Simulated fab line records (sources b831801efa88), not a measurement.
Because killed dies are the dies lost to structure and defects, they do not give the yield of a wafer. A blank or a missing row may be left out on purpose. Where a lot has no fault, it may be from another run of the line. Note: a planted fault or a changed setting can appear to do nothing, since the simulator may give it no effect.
A single fault, viewed from 2 desks / flow sky130 / numbers are kept per desk, each desk with only its own; the story behind them comes last

== FOR THE TOOL OWNER'S DESK: implanter-04 ==
For each lot that ran on this tool, the mean over its sampled wafers that have a number, from the tool's own readings at SKY_LDD_N_IMPLANT_13. If a lot's mean is further than 4 standard deviations from the usual mean, the lot is out of limits and carries the mark OUT (the distance appears in the brackets).
Columns: A = beam_energy_keV at SKY_LDD_N_IMPLANT_13, usual 49.996; B = dose_ions_cm2 at SKY_LDD_N_IMPLANT_13, usual 5e+12; C = faraday_current_uA at SKY_LDD_N_IMPLANT_13, usual 28.2
lot=L772; first seen here=day 15 03:55; A=50.016; B=5e+12; C=28.3
lot=L775; first seen here=day 15 23:55; A=49.981; B=5e+12; C=28.2
lot=L778; first seen here=day 16 21:49; A=49.996; B=5e+12; C=27.9
lot=L777; first seen here=day 17 02:34; A=50.015; B=1e+13 (+99 or more) OUT; C=53.3 (+48) OUT
lot=L780; first seen here=day 18 00:27; A=49.988; B=1e+13 (+99 or more) OUT; C=54.3 (+50) OUT
lot=L789; first seen here=day 20 15:40; A=49.985; B=5e+12; C=28.1
lot=L790; first seen here=day 29 04:33; A=50.000; B=5e+12; C=28.4
lot=L794; first seen here=day 29 06:13; A=49.998; B=5e+12; C=28.2
Finding of this desk: L777, L780 out of limits; the first was L777 at day 17 02:34, on dose_ions_cm2 at SKY_LDD_N_IMPLANT_13. L772, L775, L778, L789, L790, L794: within limits.

== FROM THE METROLOGY DESK ==
What the gauges read for every lot (on any tool): the sampled wafers with a number, averaged. If a lot's mean is further than 4 standard deviations from the usual mean, the lot is out of limits and carries the mark OUT (the distance appears in the brackets).
Columns: A = LDD_P_OVL at SKY_LDD_P_OVL_MEAS_08, usual -0.9 nm
lot=L772; first seen here=day 16 08:08; A=-2.1
lot=L774; first seen here=day 16 20:07; A=-0.7
lot=L775; first seen here=day 17 03:49; A=-1.4
lot=L778; first seen here=day 18 03:07; A=0.3
lot=L777; first seen here=day 18 07:13; A=-1.5
lot=L780; first seen here=day 19 06:25; A=-1.8
lot=L789; first seen here=day 21 21:51; A=-0.8
lot=L792; first seen here=day 30 07:10; A=-0.0
lot=L790; first seen here=day 30 10:10; A=-3.1
lot=L793; first seen here=day 30 11:16; A=-1.4
lot=L794; first seen here=day 30 11:40; A=1.4
lot=L795; first seen here=day 30 14:49; A=-1.6
This desk's verdict: no lot among the 12 shows anything out of limits.

== PUT TOGETHER ==
At day 17 02:34, on L777, L780, the tool owner's desk was in a position to raise an alarm.
Metrology desk: nothing out of limits seen.
The metrology desk has L777, L780 on record, within its limits.
Of the lots named, all ran SKY_LDD_N_IMPLANT_13 on implanter-04.

== WHAT THE SIMULATOR PUT IN ==
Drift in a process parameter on implanter-04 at SKY_LDD_N_IMPLANT_13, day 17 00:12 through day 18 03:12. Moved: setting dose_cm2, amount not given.
Struck lots among those shown: L777, L780.
How many hours passed from the start of the fault until each desk's first out-of-limits reading: the tool owner's desk, 2.
